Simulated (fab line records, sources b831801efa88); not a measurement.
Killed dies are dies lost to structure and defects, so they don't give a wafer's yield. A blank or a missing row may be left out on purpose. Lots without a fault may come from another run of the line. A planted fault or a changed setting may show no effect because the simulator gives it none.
A struck lot beside a sound one | flow sky130 | 14 steps out of a route of 708
Sound: wafers L863.2, L863.5, L863.6. Struck: wafers L870.2, L870.4, L870.6. The cause comes at the end.
At each step with rows: each side's tool, then ch and its chambers, then its first start. Under that, the readings that differ: sound wafers | struck wafers | difference of the means | sigmas: that difference in standard deviations of wafers without a fault.
alike: readings whose means differ by less than 2 such deviations, and words and numbers that are the same on both sides. not compared: withheld readings, readings that some wafer has no value for, bounds like >300 that may hide the same value, and numbers for which the record gives no deviation and whose values overlap.
The two part at a step that has a row with sigmas, a row that says differs or no value, or rows on one side only. Numbers that don't overlap but have no deviation are shown without sigmas and don't part them. A reading that every wafer of one side lacks parts them only if that side has two wafers or more.

first, 4 steps without rows for these wafers: SKY_VIA3_SOFTBAKE_08 (time 90 s); SKY_VIA3_EXPOSE_09 (exposes mask VIM3, target cd 200 nm); SKY_VIA3_PEB_10; SKY_VIA3_DEVELOP_11 (develop time 60 s).
SKY_VIA3_CD_MEAS_12: target cd 200 nm.
  sound on cd_sem-01, day 42 23:29; struck on cd_sem-02, day 44 21:23
  alike: cd_nm
SKY_VIA3_OVL_MEAS_13:
  sound on overlay-02, day 42 23:35; struck on overlay-01, day 44 21:29
  alike: VIA3_OVL
SKY_VIA3_ETCH_14: etches BARC in N2/H2, stops on SiO2, time 45.9 s, target depth 60 nm.
  sound on rie_diel-04 ch 0,3, day 42 23:37; struck on rie_diel-04 ch 0,2,3, day 44 21:31
  alike: bias_w, chamber_pressure_mTorr, drypump_motor_current_A, oes_product_au, rf_fwd_power_W, throttle_valve_pct
  not compared: rf_hours_counter_h
SKY_VIA3_ETCH_15: etches SiO2 in C4F8/O2/Ar, stops on TiN, target depth 507 nm, time 78 s.
  sound on rie_diel-04 ch 0,3, day 42 23:39; struck on rie_diel-04 ch 0,2,3, day 44 21:34
  alike: bias_w, chamber_pressure_mTorr, oes_product_au, rf_fwd_power_W
  not compared: rf_hours_counter_h
SKY_VIA3_STRIP_16: strips in O2/N2.
  sound on plasma_asher-03 ch 0,1, day 42 23:43; struck on plasma_asher-04 ch 0,1, day 44 21:37
  alike: chamber_pressure_mTorr, drypump_motor_current_A, oes_product_au, strip_time_to_endpoint_s
  not compared: rf_hours_counter_h
then, 3 steps without rows for these wafers: SKY_VIA3_STRIP_17 (strips in post etch residue remover, time 1200 s); SKY_VIA3_CLEAN_18 (cleans in IPA, time 180 s); SKY_VIA3_CLEAN_19 (cleans in O3/DIW).
SKY_VIA3_SPUTTER_20: material TiN, target thk 20 nm, time 80 s.
  sound on pvd_sputter-04, day 43 00:23; struck on pvd_sputter-02, day 44 22:15
  reading                                  | sound                | struck               | difference | sigmas
  cathode_dc_power_W (W)                   | 3999.4 4001.2 3999.2 | 4260.4 4259.3 4260.2 | +260.0     | +99 or more
  model.TiN_of_VIA3_SPUTTER_20.thk_nm (nm) | 19.78 19.71 20       | 21.37 21.52 21.78    | +1.73      |
  alike: chamber_pressure_pa, throttle_valve_pct
SKY_VIA3_CVD_21: deposits W, target thk 390 nm, time 117.31 s.
  sound on cvd_w-02 ch 0,1, day 43 00:27; struck on cvd_w-01 ch 0,1, day 44 22:19
  alike: heater_power_w

WHERE THEY PART
Only at SKY_VIA3_SPUTTER_20, within this record. Later steps at which nothing parts them and some readings are alike: SKY_VIA3_CVD_21.

WHY: what the simulator had put in
Process parameter drift: pvd_sputter-02, from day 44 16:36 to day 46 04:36, at SKY_VIA3_SPUTTER_20. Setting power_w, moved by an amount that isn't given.
